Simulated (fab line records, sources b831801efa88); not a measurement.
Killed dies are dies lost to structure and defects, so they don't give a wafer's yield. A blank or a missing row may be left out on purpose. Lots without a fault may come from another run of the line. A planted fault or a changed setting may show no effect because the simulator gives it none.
A struck lot beside a sound one | flow sky130 | 16 steps out of a route of 708
Sound: wafers L967.4, L967.5, L967.6. Struck: wafers L982.2, L982.3. (L982.6 of the same lot was not struck and is left out.) The cause comes at the end.
At each step with rows: each side's tool, then ch and its chambers, then its first start. Under that, the readings that differ: sound wafers | struck wafers | difference of the means | sigmas: that difference in standard deviations of wafers without a fault.
alike: readings whose means differ by less than 2 such deviations, and words and numbers that are the same on both sides. not compared: withheld readings, readings that some wafer has no value for, bounds like >300 that may hide the same value, and numbers for which the record gives no deviation and whose values overlap.
The two part at a step that has a row with sigmas, a row that says differs or no value, or rows on one side only. Numbers that don't overlap but have no deviation are shown without sigmas and don't part them. A reading that every wafer of one side lacks parts them only if that side has two wafers or more.

first, 8 steps without rows for these wafers: SKY_METAL2_DEHYDRATE_07 (time 60 s); SKY_METAL2_HMDS_08 (prime time 60 s); SKY_METAL2_COAT_09 (resist thk 60 nm); SKY_METAL2_COAT_10 (resist thk 450 nm); SKY_METAL2_SOFTBAKE_11 (time 90 s); SKY_METAL2_EXPOSE_12 (exposes mask MM2, target cd 140 nm); SKY_METAL2_PEB_13; SKY_METAL2_DEVELOP_14 (develop time 60 s).
SKY_METAL2_CD_MEAS_15: target cd 140 nm.
  sound on cd_sem-02, day 36 20:44; struck on cd_sem-02, day 41 09:30
  reading    | sound             | struck      | difference | sigmas
  cd_nm (nm) | 137.3 136.3 135.6 | 140.1 139.6 | +3.4       | +2
SKY_METAL2_OVL_MEAS_16:
  sound on overlay-01, day 36 20:49; struck on overlay-01, day 41 09:37
  reading         | sound     | struck | difference | sigmas
  METAL2_OVL (nm) | -2 -13 -2 | 14 6   | +16        | +3
SKY_METAL2_DESCUM_17: chemistry O2, time 8 s.
  sound on rie_metal-01 ch 0,1, day 36 20:51; struck on rie_metal-03 ch 0, day 41 09:38
  alike: chamber_pressure_mTorr, drypump_motor_current_A, oes_product_au
  not compared: rf_hours_counter_h
SKY_METAL2_ETCH_18: etches BARC in N2/H2, stops on SiO2, time 45.9 s, target depth 60 nm.
  sound on rie_metal-01 ch 0,1, day 36 20:53; struck on rie_metal-03 ch 0, day 41 09:40
  alike: chamber_pressure_mTorr, drypump_motor_current_A, h2_flow_sccm, oes_product_au, throttle_valve_pct
  not compared: rf_hours_counter_h
SKY_METAL2_METAL_ETCH_19: etches the open film in Cl2/BCl3, stops on SiO2, target depth 360 nm, time 78 s.
  sound on rie_metal-01 ch 0,1, day 36 20:58; struck on rie_metal-03 ch 0, day 41 09:44
  reading                                       | sound             | struck      | difference | sigmas
  oes_product_au (a.u.)                         | 0.852 0.851 0.855 | 0.828 0.840 | -0.019     | -3
  model.KrF-thick_of_METAL2_COAT_10.thk_nm (nm) | 154.5 156.5 153.7 | 215.6 218.2 | +62.0      |
  model.METAL2.feature_depth_nm (nm)            | 355.9 358.2 357   | 346.4 346.4 | -10.6      |
  model.etch.depth_nm (nm)                      | 355.9 358.2 357   | 346.4 346.4 | -10.6      |
  alike: chamber_pressure_mTorr, drypump_motor_current_A, throttle_valve_pct
  not compared: rf_hours_counter_h
SKY_METAL2_STRIP_20: strips in O2/N2.
  sound on plasma_asher-02 ch 0,1, day 36 21:03; struck on plasma_asher-04 ch 0, day 41 09:49
  reading                      | sound             | struck      | difference | sigmas
  drypump_motor_current_A (A)  | 5.5 5.3 5.5       | 6.6 6.6     | +1.2       | +3
  oes_product_au (a.u.)        | 0.343 0.343 0.334 | 0.369 0.373 | +0.031     | +6
  strip_time_to_endpoint_s (s) | 2.65 2.67 2.63    | 3.31 3.34   | +0.68      | +13
  alike: chamber_pressure_mTorr
  not compared: rf_hours_counter_h
then, 1 step without rows for these wafers: SKY_METAL2_STRIP_21 (strips in post etch residue remover, time 1200 s).
-- the record jumps here: 9 days lie between the struck wafers' starts before and after (it left off in module METAL2 and takes up again in module PAD_OPEN, whose first step shown is number 708 of the route) --
SKY_PAD_OPEN_PROBE_99:
  the record has rows for the struck wafers here (prober-02, day 50 13:58) and none for the sound ones

WHERE THEY PART
First at SKY_METAL2_CD_MEAS_15; last, within this record, at SKY_PAD_OPEN_PROBE_99.

WHY: what the simulator had put in
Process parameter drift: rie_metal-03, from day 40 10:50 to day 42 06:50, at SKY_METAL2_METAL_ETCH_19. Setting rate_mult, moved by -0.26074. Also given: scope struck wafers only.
